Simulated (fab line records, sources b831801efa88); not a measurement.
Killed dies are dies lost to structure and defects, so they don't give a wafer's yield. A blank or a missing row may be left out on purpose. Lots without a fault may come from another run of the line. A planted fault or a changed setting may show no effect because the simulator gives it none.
Chamber matching | flow gf180mcu | GF_V5_CVD_02 on pecvd-04: 3 sister chambers
The step deposits SiO2 from TEOS, target thk 1450 nm, time 163.28 s. 3 wafers are shown with their chamber, then 7 later ones without.

WAFERS WITH THEIR CHAMBER
wafer  | chamber | heater_power_w (W)
L355.3 | 2       | 587
L357.2 | 1       | 496
L357.3 | 0       | 685

WAFERS WITHOUT THEIR CHAMBER
wafer  | heater_power_w (W)
L357.6 | 555
L359.2 | 552
L359.3 | 824
L359.5 | 457
L367.1 | 535
L367.2 | 667
L367.6 | 727

WHICH CHAMBER EACH WENT THROUGH
wafer  | from the rows above          | in truth
L357.6 | can't be placed: 2 or 1 or 0 | 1
L359.2 | can't be placed: 2 or 1 or 0 | 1
L359.3 | can't be placed: 0 or 2      | 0
L359.5 | can't be placed: 1 or 2      | 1
L367.1 | can't be placed: 1 or 2 or 0 | 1
L367.2 | can't be placed: 0 or 2      | 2
L367.6 | can't be placed: 0 or 2      | 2
Placed correctly: 0 of 7. Can't be placed from these rows: 7 (the true chamber is among the candidates in 7). Placed wrongly: 0.
How it was worked out, from the rows above alone: a wafer's distance from a chamber is the root of the sum, over the readings, of the square of ((its reading less the chamber's mean) divided by the reading's scatter). The wafer belongs to the nearest chamber; if the next one is less than 2 further off, it can't be placed. A chamber's mean is the mean of its shown wafers. The scatter: with one shown wafer a chamber, the root of the mean of the squares of how far each hidden wafer lies from its nearest shown one.
